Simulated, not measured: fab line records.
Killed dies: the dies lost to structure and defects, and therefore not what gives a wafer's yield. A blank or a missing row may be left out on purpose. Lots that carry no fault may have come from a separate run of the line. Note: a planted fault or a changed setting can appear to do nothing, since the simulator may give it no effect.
fab line records ; flow sky130 ; part 2 of 2: steps 30 to 38 of 38
[record] lots = 5; wafers = 15; last-day = 49
route steps=708 shown LOCAL_INTERCONNECT@401 CONTACT@406 METAL1@434
lots that met no fault: taken from a fault-free run of the same line
start-h: hours from the record's opening day to when the first of the lot's shown wafers began ; wait-h: time in hours since the lot's previous step ; " same as the row above ; L1.1+2: several wafers, shown together as one row ; - either no value or no given start ; * or withheld: withheld ; < > ~ a bound
route shown NAME@n: names a module that has steps shown in the file, with the first one's number in the route ; usual: average and standard deviation across the fault-free wafers ; same: alike in all rows ; chamber/n: place in a boat ; sites: readings site by site ; _std_site: standard deviation across them ; _edge_site: the outer-site mean with the inner-site mean subtracted ; radius-mm: for every site, how far away it sits from the centre of the wafer ; mask NAME#n: copy n ; behind: tool/chamber where the wafer was last shaped ; hold: why the lot went on hold/how many hours it stayed there/how the hold came to an end ; device: whichever transistor did not switch (one of n, p or np) ; end of line: tests of these same wafers at the route's end ; step lacking rows: just its recipe ; killed: the dies lost at the first sort to structure and to defects; this is not the yield of the wafer ; map: shows each die of a wafer: x if killed, . if not, _ if none is there
set.NAME: the setting as run; set.NAME@STEP: as run at that earlier step ; model.NAME: the simulator's own value behind a step, which no gauge read
lots seen at some steps along the route; tables by step, rows by wafer
services: from which hour (start-h, from the record's first day; less than 0 if before it) a tool's chamber was out of use, for how many hours, and why
[[steps]]
[step SKY_CONTACT_CVD_24]
[recipe] material = W; target-thk-nm = 340; time-s = 102.12; temp-c = 400; pressure-torr = 40
[usual] heater-power-w = 938/64
lot.wafer;tool;chamber;start-h;wait-h;heater-power-w
L076.1;cvd-w-01;0;752.82;0.0;867
L076.2;cvd-w-01;1;752.82;0.0;944
L076.5;cvd-w-01;1;752.82;0.0;958
L077.1;cvd-w-01;1;767.06;0.0;953
L077.4;cvd-w-01;0;767.06;0.0;838
L077.5;cvd-w-01;1;767.06;0.0;946
L080.1;cvd-w-01;1;791.70;0.0;950
L080.2;cvd-w-01;0;791.70;0.0;855
L080.6;cvd-w-01;1;791.70;0.0;941
L082.2;cvd-w-01;0;816.85;0.0;869
L082.3;cvd-w-01;0;816.85;0.0;861
L082.6;cvd-w-01;1;816.85;0.0;956
L090.2;cvd-w-01;1;864.35;0.0;946
L090.5;cvd-w-01;1;864.35;0.0;950
L090.6;cvd-w-01;0;864.35;0.0;873
[step SKY_CONTACT_RS_MEAS_25]
[recipe] thk-meas-gauge = four-point-probe; reads = W_of_CONTACT_CVD_24+TiN_of_CONTACT_SPUTTER_23
[usual] CONTACT_W_RS = 0.337/0.0035
lot.wafer;tool;chamber;start-h;wait-h;CONTACT_W_RS[ohm/sq]
L076.1;film-metro-04;-;752.93;0.1;0.339
L076.2;film-metro-04;-;752.93;0.1;0.338
L076.5;film-metro-04;-;752.93;0.1;0.338
L077.1;film-metro-03;-;767.17;0.1;0.334
L077.4;film-metro-03;-;767.17;0.1;0.334
L077.5;film-metro-03;-;767.17;0.1;0.334
L080.1;film-metro-03;-;791.81;0.1;0.334
L080.2;film-metro-03;-;791.81;0.1;0.335
L080.6;film-metro-03;-;791.81;0.1;0.337
L082.2;film-metro-04;-;816.98;0.1;0.340
L082.3;film-metro-04;-;816.98;0.1;0.336
L082.6;film-metro-04;-;816.98;0.1;0.334
L090.2;film-metro-04;-;864.48;0.1;0.341
L090.5;film-metro-04;-;864.48;0.1;0.340
L090.6;film-metro-04;-;864.48;0.1;0.344
[step SKY_CONTACT_THK_MEAS_26]
[recipe] thk-meas-gauge = xrf; reads = W_of_CONTACT_CVD_24
[usual] CONTACT_W_THK = 335/3.4
lot.wafer;tool;chamber;start-h;wait-h;CONTACT_W_THK[nm]
L076.1;film-metro-04;-;753.05;0.1;334
L076.2;film-metro-04;-;753.05;0.1;335
L076.5;film-metro-04;-;753.05;0.1;335
L077.1;film-metro-03;-;767.29;0.1;337
L077.4;film-metro-03;-;767.29;0.1;336
L077.5;film-metro-03;-;767.29;0.1;335
L080.1;film-metro-03;-;791.93;0.1;337
L080.2;film-metro-03;-;791.93;0.1;335
L080.6;film-metro-03;-;791.93;0.1;335
L082.2;film-metro-04;-;817.09;0.1;329
L082.3;film-metro-04;-;817.09;0.1;334
L082.6;film-metro-04;-;817.09;0.1;335
L090.2;film-metro-04;-;864.59;0.1;330
L090.5;film-metro-04;-;864.59;0.1;332
L090.6;film-metro-04;-;864.59;0.1;328
[step SKY_CONTACT_CMP_27]
[recipe] stop-on = SiO2; t-overpolish-s = 15; down-force-psi = 3.5; platen-rpm = 60; target-thk-nm = 0; pad-velocity-m-s = 0.94248
[usual] motor-current-A = 11.0/0.94; overpolish-run-s = 15.001/0.0094; time-to-endpoint-s = 84.3/2.9
lot.wafer;tool;chamber;start-h;wait-h;motor-current-A;overpolish-run-s;time-to-endpoint-s
L076.2;cmp-02;2;753.16;0.1;10.4;14.994;81.6
L076.1;cmp-02;3;753.16;0.1;13.0;15.006;84.0
L076.5;cmp-02;2;753.16;0.1;10.3;15.009;83.8
L077.4;cmp-01;3;767.35;0.0;10.2;15.001;83.0
L077.1;cmp-01;0;767.35;0.0;11.3;14.986;81.3
L077.5;cmp-01;0;767.35;0.0;10.7;15.013;84.7
L080.2;cmp-02;0;792.06;0.1;12.2;15.007;81.4
L080.1;cmp-02;1;792.06;0.1;10.0;15.000;86.1
L080.6;cmp-02;0;792.06;0.1;12.8;15.004;82.4
L082.3;cmp-02;3;817.14;0.0;12.0;15.008;84.4
L082.2;cmp-02;1;817.14;0.0;9.4;14.980;84.3
L082.6;cmp-02;3;817.14;0.0;11.2;14.999;85.1
L090.2;cmp-01;1;864.79;0.2;12.5;15.012;84.7
L090.5;cmp-01;2;864.79;0.2;12.1;15.004;81.3
L090.6;cmp-01;3;864.79;0.2;10.7;15.019;80.2
[step SKY_METAL1_SPUTTER_00]
[recipe] material = Ti; target-thk-nm = 15; power-w = 3000; time-s = 10; chamber-pressure-pa = 0.4
[usual] throttle-valve-pct = 30.3/1.1
lot.wafer;tool;chamber;start-h;wait-h;throttle-valve-pct
L076.1;pvd-sputter-02;-;753.41;0.1;28.5
L076.2;pvd-sputter-02;-;753.41;0.1;30.3
L076.5;pvd-sputter-02;-;753.41;0.1;30.5
L077.1;pvd-sputter-01;-;767.65;0.2;30.0
L077.4;pvd-sputter-01;-;767.65;0.2;32.2
L077.5;pvd-sputter-01;-;767.65;0.2;30.3
L080.1;pvd-sputter-03;-;792.31;0.1;31.5
L080.2;pvd-sputter-03;-;792.31;0.1;30.8
L080.6;pvd-sputter-03;-;792.31;0.1;29.6
L082.2;pvd-sputter-03;-;817.44;0.1;30.5
L082.3;pvd-sputter-03;-;817.44;0.1;29.3
L082.6;pvd-sputter-03;-;817.44;0.1;30.6
L090.2;pvd-sputter-03;-;864.94;0.1;30.7
L090.5;pvd-sputter-03;-;864.94;0.1;29.3
L090.6;pvd-sputter-03;-;864.94;0.1;30.4
[step SKY_METAL1_SPUTTER_01]
[recipe] material = TiN; target-thk-nm = 20; power-w = 6500; time-s = 16.7; chamber-pressure-pa = 0.4
[usual] throttle-valve-pct = 30.3/1.1
lot.wafer;tool;chamber;start-h;wait-h;throttle-valve-pct
L076.1;pvd-sputter-02;-;753.43;0.0;28.4
L076.2;pvd-sputter-02;-;753.43;0.0;30.5
L076.5;pvd-sputter-02;-;753.43;0.0;30.3
L077.1;pvd-sputter-01;-;767.67;0.0;30.0
L077.4;pvd-sputter-01;-;767.67;0.0;32.4
L077.5;pvd-sputter-01;-;767.67;0.0;30.3
L080.1;pvd-sputter-03;-;792.33;0.0;31.4
L080.2;pvd-sputter-03;-;792.33;0.0;30.3
L080.6;pvd-sputter-03;-;792.33;0.0;29.4
L082.2;pvd-sputter-03;-;817.46;0.0;30.7
L082.3;pvd-sputter-03;-;817.46;0.0;29.2
L082.6;pvd-sputter-03;-;817.46;0.0;30.5
L090.2;pvd-sputter-03;-;864.96;0.0;30.8
L090.5;pvd-sputter-03;-;864.96;0.0;29.2
L090.6;pvd-sputter-03;-;864.96;0.0;30.5
[step SKY_METAL1_SPUTTER_02]
[recipe] material = AlCu; target-thk-nm = 250; power-w = 10600; time-s = 13.3; chamber-pressure-pa = 0.4
[usual] throttle-valve-pct = 30.3/1.1
lot.wafer;tool;chamber;start-h;wait-h;throttle-valve-pct
L076.1;pvd-sputter-02;-;753.46;0.0;28.3
L076.2;pvd-sputter-02;-;753.46;0.0;30.5
L076.5;pvd-sputter-02;-;753.46;0.0;30.2
L077.1;pvd-sputter-01;-;767.70;0.0;29.9
L077.4;pvd-sputter-01;-;767.70;0.0;32.2
L077.5;pvd-sputter-01;-;767.70;0.0;30.2
L080.1;pvd-sputter-03;-;792.35;0.0;31.3
L080.2;pvd-sputter-03;-;792.35;0.0;30.5
L080.6;pvd-sputter-03;-;792.35;0.0;29.5
L082.2;pvd-sputter-03;-;817.49;0.0;30.3
L082.3;pvd-sputter-03;-;817.49;0.0;29.2
L082.6;pvd-sputter-03;-;817.49;0.0;30.9
L090.2;pvd-sputter-03;-;864.99;0.0;30.7
L090.5;pvd-sputter-03;-;864.99;0.0;29.4
L090.6;pvd-sputter-03;-;864.99;0.0;30.9
[step SKY_METAL1_SPUTTER_03]
[recipe] material = Ti; target-thk-nm = 5; power-w = 3000; time-s = 3.3; chamber-pressure-pa = 0.4
[usual] throttle-valve-pct = 30.3/1.1
lot.wafer;tool;chamber;start-h;wait-h;throttle-valve-pct
L076.1;pvd-sputter-02;-;753.48;0.0;28.5
L076.2;pvd-sputter-02;-;753.48;0.0;30.5
L076.5;pvd-sputter-02;-;753.48;0.0;30.2
L077.1;pvd-sputter-01;-;767.72;0.0;30.0
L077.4;pvd-sputter-01;-;767.72;0.0;32.5
L077.5;pvd-sputter-01;-;767.72;0.0;30.1
L080.1;pvd-sputter-03;-;792.38;0.0;31.6
L080.2;pvd-sputter-03;-;792.38;0.0;30.4
L080.6;pvd-sputter-03;-;792.38;0.0;29.3
L082.2;pvd-sputter-03;-;817.51;0.0;30.8
L082.3;pvd-sputter-03;-;817.51;0.0;29.1
L082.6;pvd-sputter-03;-;817.51;0.0;30.6
L090.2;pvd-sputter-03;-;865.01;0.0;30.7
L090.5;pvd-sputter-03;-;865.01;0.0;29.4
L090.6;pvd-sputter-03;-;865.01;0.0;30.6
[step SKY_METAL1_SPUTTER_04]
[recipe] material = TiN; target-thk-nm = 70; power-w = 6500; time-s = 58.3; chamber-pressure-pa = 0.4
[usual] throttle-valve-pct = 30.3/1.1
lot.wafer;tool;chamber;start-h;wait-h;throttle-valve-pct
L076.1;pvd-sputter-02;-;753.50;0.0;28.6
L076.2;pvd-sputter-02;-;753.50;0.0;30.4
L076.5;pvd-sputter-02;-;753.50;0.0;30.2
L077.1;pvd-sputter-01;-;767.74;0.0;29.8
L077.4;pvd-sputter-01;-;767.74;0.0;32.5
L077.5;pvd-sputter-01;-;767.74;0.0;30.1
L080.1;pvd-sputter-03;-;792.40;0.0;31.3
L080.2;pvd-sputter-03;-;792.40;0.0;30.4
L080.6;pvd-sputter-03;-;792.40;0.0;29.4
L082.2;pvd-sputter-03;-;817.53;0.0;30.5
L082.3;pvd-sputter-03;-;817.53;0.0;29.2
L082.6;pvd-sputter-03;-;817.53;0.0;30.6
L090.2;pvd-sputter-03;-;865.03;0.0;30.5
L090.5;pvd-sputter-03;-;865.03;0.0;29.3
L090.6;pvd-sputter-03;-;865.03;0.0;30.6
[[services]]
tool;chamber;start-h;hours;kind
rie-diel-01;0;699.52;3.4;repair
rie-diel-01;0;707.70;3.1;repair
krf-scanner-01;-;713.27;0.8;pm
pvd-sputter-02;-;740.16;2.5;repair
cmp-01;-;744.00;4.0;pm
cmp-02;-;757.73;29.8;repair
cmp-02;-;758.33;2.1;repair
cmp-02;-;761.70;1.3;repair
pvd-sputter-03;-;763.15;3.3;repair
pvd-sputter-02;-;766.08;0.8;repair
rie-diel-01;1;774.52;15.0;repair
cvd-w-01;-;778.94;6.0;pm
rie-diel-03;1;786.96;38.7;repair
cmp-01;-;787.75;11.1;pm
cvd-w-01;-;788.27;2.8;pm
rie-metal-01;0;792.72;1.0;repair
cmp-02;-;798.86;5.2;pm
hdpcvd-01;2;816.12;8.1;repair
rie-metal-01;1;818.78;4.2;repair
pvd-sputter-01;-;824.08;4.1;repair
hdpcvd-01;1;842.77;21.3;repair
hdpcvd-01;2;849.69;4.6;repair
wet-bench-02;-;850.94;174.8;repair
pvd-sputter-01;-;856.58;1.7;repair
